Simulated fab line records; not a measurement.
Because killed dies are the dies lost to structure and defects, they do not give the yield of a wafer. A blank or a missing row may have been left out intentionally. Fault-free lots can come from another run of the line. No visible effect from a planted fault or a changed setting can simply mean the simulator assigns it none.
Which tool was responsible?    flow gf180mcu    24 lots, 72 wafers sampled, at 6 steps of a route of 602

== WHAT THE GAUGES SHOWED, per wafer ==
GF_V2_OVL_MEAS_15.
lot   measured      on          V2_OVL (nm)
L074  day 20 01:14  overlay-02  5 -2 -8
L075  day 20 09:18  overlay-02  4 3 10
L076  day 20 17:44  overlay-02  -1 -2 -3
L077  day 21 14:20  overlay-02  2 1 -1
L078  day 21 21:54  overlay-01  11 -3 4
L079  day 22 07:53  overlay-02  5 14 6
L080  day 22 13:45  overlay-01  9 -5 3
L081  day 22 14:57  overlay-01  9 6 -2
L082  day 23 11:35  overlay-01  1 2 12
L083  day 23 12:17  overlay-01  2 8 10
L084  day 23 20:32  overlay-02  -2 4 -5
L085  day 24 06:21  overlay-01  -2 -2 2
L086  day 24 16:23  overlay-02  5 0 9
L087  day 25 03:14  overlay-02  1 -3 3
L088  day 25 20:56  overlay-01  4 0 -6
L089  day 25 22:50  overlay-02  3 2 -1
L090  day 26 03:56  overlay-02  -6 1 1
L091  day 26 10:51  overlay-01  2 -8 1
L092  day 26 22:17  overlay-01  4 4 4
L093  day 26 23:22  overlay-02  10 -3 -1
L094  day 27 06:14  overlay-01  5 7 9
L095  day 27 12:22  overlay-02  -3 0 0
L096  day 27 16:02  overlay-02  4 -1 0
L097  day 28 00:45  overlay-02  15 2 3

GF_V3_THK_MEAS_25: measures by xrf.
lot   measured      on             V3_W_THK (nm)
L074  day 22 04:38  film_metro-02  367 373 373
L075  day 22 13:46  film_metro-01  365 350 365
L076  day 22 21:46  film_metro-03  342 350 343
L077  day 23 17:10  film_metro-03  343 363 347
L078  day 23 23:57  film_metro-02  362 358 366
L079  day 24 09:33  film_metro-01  364 375 360
L080  day 24 15:45  film_metro-01  357 364 359
L081  day 24 16:46  film_metro-01  374 370 360
L082  day 25 11:34  film_metro-03  352 354 363
L083  day 25 12:49  film_metro-01  353 355 347
L084  day 25 19:59  film_metro-01  373 369 359
L085  day 26 06:07  film_metro-01  373 362 366
L086  day 26 16:11  film_metro-03  343 347 345
L087  day 27 02:15  film_metro-02  354 352 353
L088  day 27 18:11  film_metro-02  352 369 370
L089  day 27 19:26  film_metro-02  353 359 350
L090  day 28 00:35  film_metro-03  356 364 355
L091  day 28 06:51  film_metro-01  357 361 358
L092  day 28 18:38  film_metro-01  355 363 359
L093  day 28 18:44  film_metro-03  369 358 365
L094  day 29 01:41  film_metro-02  349 345 345
L095  day 29 06:49  film_metro-02  347 349 349
L096  day 29 10:42  film_metro-01  357 349 355
L097  day 29 18:29  film_metro-03  347 354 350

GF_MIM_THK_MEAS_11: measures by xrf.
lot   measured      on             MIM_ALCU_THK (nm)
L074  day 24 06:37  film_metro-03  203.4 205.0 203.3
L075  day 24 14:40  film_metro-04  206.7 206.4 206.5
L076  day 24 22:23  film_metro-03  200.9 203.2 201.4
L077  day 25 16:24  film_metro-03  205.7 205.0 205.0
L078  day 25 23:58  film_metro-03  206.2 203.7 204.1
L079  day 26 08:19  film_metro-03  206.1 208.4 208.1
L080  day 26 14:50  film_metro-04  203.6 200.9 203.6
L081  day 26 15:48  film_metro-01  205.2 204.1 203.6
L082  day 27 08:32  film_metro-04  204.4 205.2 203.7
L083  day 27 09:48  film_metro-04  201.1 200.3 202.9
L084  day 27 17:10  film_metro-04  206.8 205.6 208.0
L085  day 28 02:34  film_metro-04  208.5 208.7 206.8
L086  day 28 10:49  film_metro-04  207.2 203.7 204.7
L087  day 28 21:01  film_metro-03  206.4 206.1 206.1
L088  day 29 12:50  film_metro-01  205.2 203.3 205.2
L089  day 29 13:46  film_metro-03  205.0 203.8 206.3
L090  day 29 19:02  film_metro-04  207.2 208.6 205.9
L091  day 30 00:41  film_metro-03  203.4 205.0 207.1
L092  day 30 12:10  film_metro-01  206.3 204.3 205.3
L093  day 30 13:07  film_metro-01  206.1 203.8 205.3
L094  day 30 19:37  film_metro-01  208.7 205.3 207.4
L095  day 31 00:23  film_metro-01  208.9 208.1 207.0
L096  day 31 03:09  film_metro-03  203.5 204.8 204.9
L097  day 31 10:17  film_metro-04  208.0 210.0 209.0

GF_V5_CD_MEAS_14: target cd 260 nm.
lot   measured      on         cd_nm (nm)
L074  day 27 00:22  cd_sem-02  259.1 260.2 259.0
L075  day 27 07:20  cd_sem-02  257.9 257.3 259.6
L076  day 27 14:11  cd_sem-01  258.7 259.9 259.4
L077  day 28 07:41  cd_sem-01  259.7 260.1 259.2
L078  day 28 13:54  cd_sem-02  259.3 260.2 259.5
L079  day 28 22:02  cd_sem-02  259.9 258.6 260.0
L080  day 29 02:43  cd_sem-02  259.9 258.4 259.3
L081  day 29 03:42  cd_sem-02  259.7 260.2 258.8
L082  day 29 20:04  cd_sem-02  258.3 257.4 258.5
L083  day 29 20:35  cd_sem-01  258.8 259.5 258.6
L084  day 30 04:26  cd_sem-01  259.5 259.7 259.8
L085  day 30 12:14  cd_sem-01  259.6 259.5 259.3
L086  day 30 21:08  cd_sem-02  258.8 260.2 258.4
L087  day 31 05:46  cd_sem-02  260.3 260.1 260.5
L088  day 31 19:56  cd_sem-01  258.8 258.5 258.6
L089  day 31 21:14  cd_sem-01  259.4 260.5 260.5
L090  day 32 01:36  cd_sem-01  258.9 259.2 257.8
L091  day 32 08:02  cd_sem-01  258.3 259.7 259.2
L092  day 32 15:59  cd_sem-02  259.1 259.9 259.4
L093  day 32 17:11  cd_sem-01  261.2 260.9 261.7
L094  day 33 09:02  cd_sem-01  261.0 261.2 261.4
L095  day 33 09:32  cd_sem-01  258.6 259.0 257.7
L096  day 33 09:23  cd_sem-02  260.9 259.9 260.7
L097  day 33 12:59  cd_sem-01  259.8 259.3 259.4

== TOOL THAT RAN EACH LOT (tool first, then ch and the chambers of the sampled wafers, then the start) ==
lot   GF_V1_CVD_23                   GF_V2_STRIP_18
L074  cvd_w-01 ch 0,1, day 17 23:05  plasma_asher-04 ch 0, day 20 01:24
L075  cvd_w-01 ch 0,1, day 18 06:50  plasma_asher-04 ch 0,1, day 20 09:28
L076  cvd_w-02 ch 0,1, day 18 14:42  plasma_asher-04 ch 0,1, day 20 17:55
L077  cvd_w-02 ch 0,1, day 19 11:49  plasma_asher-02 ch 0,1, day 21 14:30
L078  cvd_w-02 ch 0,1, day 19 19:24  plasma_asher-04 ch 0,1, day 21 22:03
L079  cvd_w-01 ch 0,1, day 20 06:09  plasma_asher-02 ch 0,1, day 22 08:03
L080  cvd_w-02 ch 0,1, day 20 12:00  plasma_asher-04 ch 0,1, day 22 13:56
L081  cvd_w-02 ch 0,1, day 20 14:23  plasma_asher-04 ch 0,1, day 22 15:07
L082  cvd_w-01 ch 0,1, day 21 11:05  plasma_asher-01 ch 0,1, day 23 11:47
L083  cvd_w-02 ch 0,1, day 21 13:07  plasma_asher-04 ch 0,1, day 23 12:27
L084  cvd_w-01 ch 0,1, day 21 20:33  plasma_asher-01 ch 0,1, day 23 20:42
L085  cvd_w-02 ch 0,1, day 22 06:23  plasma_asher-02 ch 0,1, day 24 06:31
L086  cvd_w-02 ch 0,1, day 22 16:37  plasma_asher-02 ch 0,1, day 24 16:33
L087  cvd_w-02 ch 0,1, day 23 04:16  plasma_asher-01 ch 0,1, day 25 03:26
L088  cvd_w-01 ch 0,1, day 23 22:29  plasma_asher-01 ch 0,1, day 25 21:06
L089  cvd_w-02 ch 0,1, day 24 01:25  plasma_asher-02 ch 1, day 25 23:00
L090  cvd_w-02 ch 0,1, day 24 06:31  plasma_asher-04 ch 0,1, day 26 04:06
L091  cvd_w-02 ch 0,1, day 24 14:37  plasma_asher-04 ch 0,1, day 26 11:01
L092  cvd_w-02 ch 0, day 25 01:08    plasma_asher-04 ch 1, day 26 22:27
L093  cvd_w-02 ch 0,1, day 25 02:29  plasma_asher-01 ch 0,1, day 26 23:31
L094  cvd_w-01 ch 0,1, day 25 11:17  plasma_asher-02 ch 0,1, day 27 06:24
L095  cvd_w-01 ch 0,1, day 25 17:35  plasma_asher-01 ch 0,1, day 27 12:32
L096  cvd_w-02 ch 0,1, day 25 21:13  plasma_asher-01 ch 0,1, day 27 16:12
L097  cvd_w-01 ch 0,1, day 26 06:00  plasma_asher-01 ch 0,1, day 28 00:55
- GF_V1_CVD_23: deposits W, target thk 350 nm, time 105.05 s.
- GF_V2_STRIP_18: strips in O2/N2.

== WHAT THE TOOLS THEMSELVES READ (means of the sampled wafers that have a number; where no wafer has one, the mark that the record gives instead) ==
GF_V1_CVD_23.
lot   tool      heater_power_w (W)
L074  cvd_w-01  774
L075  cvd_w-01  814
L076  cvd_w-02  810
L077  cvd_w-02  825
L078  cvd_w-02  812
L079  cvd_w-01  755
L080  cvd_w-02  820
L081  cvd_w-02  751
L082  cvd_w-01  806
L083  cvd_w-02  738
L084  cvd_w-01  766
L085  cvd_w-02  824
L086  cvd_w-02  737
L087  cvd_w-02  823
L088  cvd_w-01  764
L089  cvd_w-02  837
L090  cvd_w-02  824
L091  cvd_w-02  835
L092  cvd_w-02  894
L093  cvd_w-02  755
L094  cvd_w-01  770
L095  cvd_w-01  815
L096  cvd_w-02  821
L097  cvd_w-01  766

GF_V2_STRIP_18.
lot   tool             drypump_motor_current_A (A)  heater_power_w (W)  oes_product_au (a.u.)
L074  plasma_asher-04  5.5                          340                 0.592
L075  plasma_asher-04  5.7                          333                 0.596
L076  plasma_asher-04  5.7                          328                 0.594
L077  plasma_asher-02  5.9                          328                 0.588
L078  plasma_asher-04  5.6                          333                 0.587
L079  plasma_asher-02  6.0                          326                 0.588
L080  plasma_asher-04  5.7                          333                 0.594
L081  plasma_asher-04  5.6                          333                 0.591
L082  plasma_asher-01  5.0                          314                 0.595
L083  plasma_asher-04  5.7                          328                 0.596
L084  plasma_asher-01  5.0                          317                 0.592
L085  plasma_asher-02  5.9                          322                 0.590
L086  plasma_asher-02  5.8                          331                 0.594
L087  plasma_asher-01  5.2                          305                 0.595
L088  plasma_asher-01  5.2                          300                 0.588
L089  plasma_asher-02  6.1                          318                 0.592
L090  plasma_asher-04  5.7                          331                 0.586
L091  plasma_asher-04  5.6                          337                 0.596
L092  plasma_asher-04  5.8                          324                 0.589
L093  plasma_asher-01  5.2                          304                 0.592
L094  plasma_asher-02  5.8                          333                 0.589
L095  plasma_asher-01  5.0                          311                 0.602
L096  plasma_asher-01  5.2                          303                 0.591
L097  plasma_asher-01  5.2                          302                 0.593

== THE ANSWER, worked out from the rows above alone ==
Rule: what is usual is taken from the lots themselves. The widest of any qualifying gaps counts: lots, ordered by their means at a reading, are off when they make up no more than a third of the lots, leave a main group of 4 or more, and stand apart from it by 3 or more times the standard deviation of that group's means. The tables above print the reading to a certain number of digits; a main group whose means all agree to those digits is not used. A lot without any number at a reading at which 4 lots or more have one is off too. All remaining lots with rows at the step are treated as sound. Order of review: gauges by route order, followed by the tools' own readings, for which a lot's mean as printed above is used. The first step at which some lot is off is used, and at that step the reading that is off furthest; a lot without a number counts as furthest.
Across all readings shown, no lot is off: no conclusion can be drawn from this.

== WHAT WAS PUT IN BY THE SIMULATOR ==
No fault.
